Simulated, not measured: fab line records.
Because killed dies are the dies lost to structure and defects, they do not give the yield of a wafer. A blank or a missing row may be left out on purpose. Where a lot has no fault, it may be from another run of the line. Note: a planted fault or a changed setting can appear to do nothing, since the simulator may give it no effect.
Struck lot and sound lot, side by side || flow sky130 || 17 out of 708 route steps
Sound: wafers L267.1, L267.3, L267.5. Wafers struck: L277.2, L277.5, L277.6. The cause comes at the end.
Order at every step that has rows: each side's tool, ch and its chambers, its first start. Under that, the readings that differ: sound wafers || struck wafers || difference of the means || sigmas: that difference in standard deviations of wafers without a fault.
alike: same words and numbers on both sides, and readings whose means sit less than 2 such deviations apart. not compared: any withheld reading, any reading some wafer has no value for, any bound like >300 that may hide the same value, and any number with overlapping values for which the record gives no deviation.
The two part at a step that has a row with sigmas, a row that says differs or no value, or rows on one side only. Non-overlapping numbers with no deviation appear without sigmas and do not part them. A reading that every wafer of one side lacks parts them only if that side has two wafers or more.

first, 1 step without rows for these wafers: SKY_VT_ADJUST_NCORE_IMPLANT_09.
SKY_VT_ADJUST_NCORE_STRIP_10: strips in O2/N2.
  sound on plasma-asher-04 ch 0,1, day 9 07:03; struck on plasma-asher-01 ch 0,1, day 12 01:45
  alike: drypump-motor-current-A, oes-product-au, strip-time-to-endpoint-s
  not compared: rf-hours-counter-h
SKY_VT_ADJUST_NCORE_TW_MEAS_11:
  sound on film-metro-03 at day 9 07:09; struck on film-metro-04 at day 12 01:52
  alike: VT_ADJUST_NCORE_TW
then, 7 steps without rows for these wafers: SKY_VT_ADJUST_HVTR_DEHYDRATE_00 (time 60 s); SKY_VT_ADJUST_HVTR_HMDS_01 (prime time 60 s); SKY_VT_ADJUST_HVTR_COAT_02 (resist thk 1140 nm); SKY_VT_ADJUST_HVTR_SOFTBAKE_03 (time 60 s); SKY_VT_ADJUST_HVTR_EXPOSE_04 (exposes mask HVTRM, target cd 380 nm); SKY_VT_ADJUST_HVTR_PEB_05; SKY_VT_ADJUST_HVTR_DEVELOP_06 (develop time 60 s).
SKY_VT_ADJUST_HVTR_CD_MEAS_07: the cd target is 380 nm.
  sound on cd-sem-01 at day 10 04:39; struck on cd-sem-02 at day 13 01:49
  alike: cd-nm
SKY_VT_ADJUST_HVTR_OVL_MEAS_08:
  sound on overlay-01 at day 10 04:46; struck on overlay-01 at day 13 01:55
  alike: VT_ADJUST_HVTR_OVL
SKY_VT_ADJUST_HVTR_IMPLANT_09:
  sound on implanter-04 ch 0, day 10 04:48; struck on implanter-02 ch 0, day 13 01:59
{"reading": "implant-ion-amu", "sound": "11 11 11", "struck": "49 49 49", "difference": "+38", "sigmas": ""}
{"reading": "model.implant.rp-nm (nm)", "sound": "32.29 32.29 32.29", "struck": "9.849 9.849 9.849", "difference": -22.441, "sigmas": ""}
{"reading": "model.implant.drp-nm (nm)", "sound": "17.11 17.11 17.11", "struck": "6.005 6.005 6.005", "difference": -11.105, "sigmas": ""}
SKY_VT_ADJUST_HVTR_STRIP_10: strips in O2/N2.
  sound on plasma-asher-01 ch 0,1, day 10 04:57; struck on plasma-asher-01 ch 0,1, day 13 02:06
  alike: drypump-motor-current-A, oes-product-au, strip-time-to-endpoint-s
  not compared: rf-hours-counter-h
SKY_VT_ADJUST_HVTR_TW_MEAS_11:
  sound on film-metro-03 at day 10 05:03; struck on film-metro-02 at day 13 02:13
{"reading": "VT_ADJUST_HVTR_TW", "sound": "215.1 214.0 214.5", "struck": "306.1 305.5 307.1", "difference": "+91.7", "sigmas": "+48"}
then, 1 step without rows for these wafers: SKY_VT_ADJUST_PCH_DEHYDRATE_00 (time 60 s).
-- here the record skips 36 days between the struck wafers' starts before and after, leaving off in module VT_ADJUST_PCH and picking up in module PAD_OPEN (first step shown: number 708 of the route) --
SKY_PAD_OPEN_PROBE_99:
  sound on prober-02 at day 46 07:30; struck on prober-01 at day 48 16:22
{"reading": "model.etest.pfet_01v8_mvt.drive-ua-um", "sound": "150.8 152.6 149.5", "struck": "135.7 134.1 135.2", "difference": -16.0, "sigmas": ""}
{"reading": "model.etest.pfet_01v8_mvt.off-log10-a-um", "sound": "-10.61 -10.47 -10.74", "struck": "-12.21 -12.34 -11.98", "difference": -1.57, "sigmas": ""}
{"reading": "model.etest.pfet_01v8_mvt.vt-sat-v (V)", "sound": "-0.56 -0.5618 -0.566", "struck": "-0.6876 -0.6861 -0.6779", "difference": -0.1213, "sigmas": ""}
{"reading": "model.etest.pfet_01v8_mvt.vt-v (V)", "sound": "-0.646 -0.6467 -0.6476", "struck": "-0.7549 -0.7549 -0.7498", "difference": -0.1064, "sigmas": ""}
{"reading": "model.etest.pfet_01v8_mvt.vt-long-v (V)", "sound": "-0.8515 -0.8507 -0.854", "struck": "-0.9533 -0.9515 -0.9488", "difference": -0.0991, "sigmas": ""}
  alike: killed_at_M0_to_M3, killed_at_M4_up, killed-at-contacts, killed-at-front-end, killed-at-other, killed-dies, killed-open, killed-short

## WHERE THEY PART
Only at SKY_VT_ADJUST_HVTR_TW_MEAS_11, within this record. Later steps at which nothing parts them and some readings are alike: SKY_PAD_OPEN_PROBE_99.

WHY: whatever the simulator had introduced
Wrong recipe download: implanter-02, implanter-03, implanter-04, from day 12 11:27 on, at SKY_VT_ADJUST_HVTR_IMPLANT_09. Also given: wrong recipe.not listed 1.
